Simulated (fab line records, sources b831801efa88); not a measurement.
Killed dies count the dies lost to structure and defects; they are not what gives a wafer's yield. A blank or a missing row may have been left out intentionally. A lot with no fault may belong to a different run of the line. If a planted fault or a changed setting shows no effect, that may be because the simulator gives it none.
Chamber matching / flow gf180mcu / cmp-02 running GF_CONTACT_CMP_04: 4 sister chambers
The step polishes SiO2. 8 wafers are shown with their chamber, then 8 later ones without.

EACH WAFER AND ITS CHAMBER
wafer=L825.6; chamber=3; motorCurrentA (A)=11.1; timeToEndpointS (s)=125
wafer=L836.2; chamber=0; motorCurrentA (A)=11.6; timeToEndpointS (s)=112
wafer=L836.3; chamber=2; motorCurrentA (A)=12.3; timeToEndpointS (s)=110
wafer=L839.5; chamber=2; motorCurrentA (A)=12.7; timeToEndpointS (s)=111
wafer=L840.1; chamber=3; motorCurrentA (A)=11.0; timeToEndpointS (s)=121
wafer=L840.3; chamber=0; motorCurrentA (A)=11.0; timeToEndpointS (s)=119
wafer=L840.4; chamber=1; motorCurrentA (A)=13.8; timeToEndpointS (s)=116
wafer=L843.1; chamber=1; motorCurrentA (A)=13.8; timeToEndpointS (s)=122

WAFERS MISSING THEIR CHAMBER
wafer=L843.3; motorCurrentA (A)=11.8; timeToEndpointS (s)=117
wafer=L843.4; motorCurrentA (A)=10.8; timeToEndpointS (s)=135
wafer=L845.1; motorCurrentA (A)=11.5; timeToEndpointS (s)=109
wafer=L845.4; motorCurrentA (A)=14.0; timeToEndpointS (s)=118
wafer=L845.6; motorCurrentA (A)=12.1; timeToEndpointS (s)=112
wafer=L846.3; motorCurrentA (A)=11.6; timeToEndpointS (s)=113
wafer=L846.4; motorCurrentA (A)=11.1; timeToEndpointS (s)=123
wafer=L846.5; motorCurrentA (A)=12.2; timeToEndpointS (s)=114

EACH ONE'S CHAMBER
wafer=L843.3; from the rows above=can't be placed: 0 or 2 or 3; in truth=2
wafer=L843.4; from the rows above=3; in truth=3
wafer=L845.1; from the rows above=can't be placed: 0 or 2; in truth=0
wafer=L845.4; from the rows above=1; in truth=1
wafer=L845.6; from the rows above=can't be placed: 2 or 0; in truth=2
wafer=L846.3; from the rows above=0; in truth=0
wafer=L846.4; from the rows above=3; in truth=3
wafer=L846.5; from the rows above=can't be placed: 2 or 0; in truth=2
Correctly placed: 4 of 8. These rows do not allow placing 4 (true chamber among the candidates in 4). Placed wrongly: 0.
How it was worked out, from the rows above alone: a wafer's distance from a chamber is the root of the sum, over the readings, of the square of ((its reading less the chamber's mean) divided by the reading's scatter). The wafer belongs to the nearest chamber; if the next one is less than 2 further off, it can't be placed. The mean given for a chamber averages the wafers shown for that chamber. How the scatter is found: for the shown wafers, subtract from each reading the mean of its chamber, square and add these, divide the total by (wafers less chambers), then take the root.
